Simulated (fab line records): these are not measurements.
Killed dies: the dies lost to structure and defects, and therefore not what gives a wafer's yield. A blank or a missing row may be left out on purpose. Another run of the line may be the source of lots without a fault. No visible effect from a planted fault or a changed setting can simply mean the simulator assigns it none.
A lot that was struck, set against a sound lot / flow sky130 / 14 out of 708 route steps
Sound: wafers L551.1, L551.2, L551.3. The struck wafers were L547.3, L547.4, L547.5. The cause is named last.
At each step with rows: each side's tool, then ch and its chambers, then its first start. Under that, the readings that differ: sound wafers / struck wafers / difference of the means / sigmas: that difference in standard deviations of wafers without a fault.
alike: a reading whose means differ by less than 2 such deviations, as well as words and numbers matching on both sides. not compared: withheld readings; readings where some wafer has no value; bounds like >300 that might hide an equal value; numbers whose values overlap and for which the record gives no deviation.
The two part at a step that has a row with sigmas, a row that says differs or no value, or rows on one side only. Non-overlapping numbers with no deviation appear without sigmas and do not part them. A reading missing from all wafers of one side parts the sides only when that side holds two or more wafers.

SKY_CAP2M_OVL_MEAS_12:
  sound: overlay-02 at day 45 12:44; struck: overlay-02 at day 43 18:59
  alike: CAP2M_OVL
SKY_CAP2M_METAL_ETCH_13: etches TiN in Cl2/BCl3, stops on SiO2, target depth 220 nm, time 62.9 s.
  sound on rie-metal-03 ch 0,1, day 45 12:46; struck on rie-metal-03 ch 0,1, day 43 19:02
  alike: drypump-motor-current-A, oes-product-au, throttle-valve-pct
  not compared: rf-hours-counter-h
SKY_CAP2M_STRIP_14: strips in O2/N2.
  sound on plasma-asher-01 ch 0,1, day 45 12:50; struck on plasma-asher-01 ch 0,1, day 43 19:07
  alike: drypump-motor-current-A, oes-product-au, strip-time-to-endpoint-s
  not compared: rf-hours-counter-h
then, 9 steps without rows for these wafers: SKY_CAP2M_STRIP_15 (strips in post etch residue remover, time 1200 s); SKY_CAP2M_CLEAN_16 (cleans in IPA, time 180 s); SKY_CAP2M_CLEAN_17 (cleans in O3/DIW); SKY_METAL4_DEHYDRATE_05 (time 60 s); SKY_METAL4_HMDS_06 (prime time 60 s); SKY_METAL4_COAT_07 (resist thk 60 nm); SKY_METAL4_COAT_08 (resist thk 1140 nm); SKY_METAL4_SOFTBAKE_09 (time 90 s); SKY_METAL4_EXPOSE_10 (exposes mask MM4, target cd 300 nm).
SKY_METAL4_PEB_11:
  struck on litho-track-01, day 44 18:00; sound on litho-track-01 ch 0, day 46 10:00
reading=exhaust-pa (Pa); sound=45.0 45.3 44.2; struck=- - -; difference=no value on the struck wafers; sigmas=
  not compared: chill-plate-temp-C
then, 1 step without rows for these wafers: SKY_METAL4_DEVELOP_12 (develop time 60 s).

## WHERE THEY PART
At SKY_METAL4_PEB_11 and nowhere else, as far as this record goes.

WHY: what the simulator had put in
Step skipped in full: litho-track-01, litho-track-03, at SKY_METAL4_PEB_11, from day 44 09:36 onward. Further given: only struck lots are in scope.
